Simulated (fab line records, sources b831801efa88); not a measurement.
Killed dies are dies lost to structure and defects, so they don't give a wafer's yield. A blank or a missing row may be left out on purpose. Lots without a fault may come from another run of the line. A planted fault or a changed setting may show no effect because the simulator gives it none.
Which tool did it? | flow gf180mcu | 11 lots, 33 wafers sampled, at 2 steps of a route of 602

WHAT THE GAUGES READ, wafer by wafer
The record holds no reading of a measuring or inspecting step that can be judged against a usual standard deviation.

WHICH TOOL RAN EACH LOT (tool, then ch and the chambers of the sampled wafers, then the start)
lot  | GF_STI_ETCH_13                    | GF_STI_STRIP_15
L268 | rie_diel-01 ch 1,3, day 2 02:38   | plasma_asher-04 ch 0,1, day 2 02:47
L269 | rie_diel-03 ch 0,2,3, day 2 07:26 | plasma_asher-01 ch 0,1, day 2 07:35
L270 | rie_diel-04 ch 0,1,2, day 2 11:56 | plasma_asher-01 ch 0,1, day 2 12:05
L271 | rie_diel-01 ch 1,3, day 2 17:56   | plasma_asher-01 ch 0,1, day 2 18:05
L272 | rie_diel-03 ch 2,3, day 2 21:26   | plasma_asher-02 ch 0,1, day 2 21:35
L275 | rie_diel-04 ch 1,2,3, day 3 13:29 | plasma_asher-04 ch 0,1, day 3 13:38
L277 | rie_diel-04 ch 0,1, day 3 22:47   | plasma_asher-04 ch 0,1, day 3 22:58
L280 | rie_diel-04 ch 0,2, day 4 15:47   | plasma_asher-02 ch 0,1, day 4 15:58
L288 | rie_diel-01 ch 0,2,3, day 6 11:08 | plasma_asher-04 ch 0,1, day 6 11:19
L290 | rie_diel-01 ch 0,3, day 6 18:59   | plasma_asher-04 ch 0,1, day 6 19:08
L291 | rie_diel-04 ch 0,2,3, day 7 01:14 | plasma_asher-01 ch 0,1, day 7 01:25
- GF_STI_ETCH_13: etches the open film in CHF3/O2, stops on Si, target depth 282.31 nm, time 112.9 s.
- GF_STI_STRIP_15: strips in O2/N2.

WHAT THE TOOLS THEMSELVES READ (means of the sampled wafers that have a number; where no wafer has one, the mark that the record gives instead)
GF_STI_ETCH_13.
lot  | tool        | drypump_motor_current_A (A) | oes_product_au (a.u.) | run_length_s (s) | throttle_valve_pct (%)
L268 | rie_diel-01 | 6.1                         | 0.827                 | 141.4            | 8.810
L269 | rie_diel-03 | 5.8                         | 0.828                 | 141.2            | 8.809
L270 | rie_diel-04 | 5.9                         | 0.828                 | 141.3            | 8.810
L271 | rie_diel-01 | 5.9                         | 0.831                 | 141.5            | 8.809
L272 | rie_diel-03 | 6.3                         | 0.831                 | 140.6            | 8.812
L275 | rie_diel-04 | 5.6                         | 0.836                 | 141.3            | 8.814
L277 | rie_diel-04 | 6.0                         | 0.887                 | 134.4            | 8.827
L280 | rie_diel-04 | 6.3                         | 0.883                 | 134.3            | 8.827
L288 | rie_diel-01 | 5.8                         | 0.832                 | 141.5            | 8.811
L290 | rie_diel-01 | 5.6                         | 0.835                 | 141.7            | 8.803
L291 | rie_diel-04 | 6.1                         | 0.828                 | 141.5            | 8.823

GF_STI_STRIP_15.
lot  | tool            | drypump_motor_current_A (A) | heater_power_w (W) | o2_flow_sccm (sccm) | oes_product_au (a.u.) | strip_time_to_endpoint_s (s)
L268 | plasma_asher-04 | 5.6                         | 323                | 3000                | 0.382                 | 3.74
L269 | plasma_asher-01 | 6.2                         | 398                | 3008                | 0.390                 | 3.74
L270 | plasma_asher-01 | 6.1                         | 373                | 2997                | 0.380                 | 3.71
L271 | plasma_asher-01 | 6.1                         | 371                | 2993                | 0.387                 | 3.75
L272 | plasma_asher-02 | 5.5                         | 311                | 3008                | 0.386                 | 3.74
L275 | plasma_asher-04 | 5.6                         | 324                | 2993                | 0.384                 | 3.72
L277 | plasma_asher-04 | 5.6                         | 318                | 2998                | 0.395                 | 3.94
L280 | plasma_asher-02 | 5.6                         | 310                | 3002                | 0.388                 | 3.85
L288 | plasma_asher-04 | 5.6                         | 324                | 2993                | 0.384                 | 3.73
L290 | plasma_asher-04 | 5.7                         | 338                | 2997                | 0.385                 | 3.78
L291 | plasma_asher-01 | 6.1                         | 370                | 3002                | 0.382                 | 3.70

THE ANSWER, worked out from the rows above alone
Rule: what is usual is taken from the lots themselves. Put in order of their means at a reading, lots are off if they are a third of the lots or fewer, leave a main group of 4 or more, and stand apart from it by a gap of 3 or more times the standard deviation of the main group's means; of several such gaps the widest counts. A main group whose means are all the same, to the digits that the tables above print for the reading, isn't used. A lot without any number at a reading at which 4 lots or more have one is off too. The other lots that the step has rows for count as sound. The gauges are gone through in route order, then the tools' own readings, and for those a lot's mean is taken as printed above. The first step at which some lot is off is used, and at that step the reading that is off furthest; a lot without a number counts as furthest.
Off: L277, L280, at GF_STI_ETCH_13 (run_length_s). The main group: mean 141.3 s, standard deviation 0.29.
A tool fits if, at that step or a process step before it, it ran every lot that is off, and no sound lot after the first of them. None of those tried fits.

WHAT THE SIMULATOR HAD PUT IN
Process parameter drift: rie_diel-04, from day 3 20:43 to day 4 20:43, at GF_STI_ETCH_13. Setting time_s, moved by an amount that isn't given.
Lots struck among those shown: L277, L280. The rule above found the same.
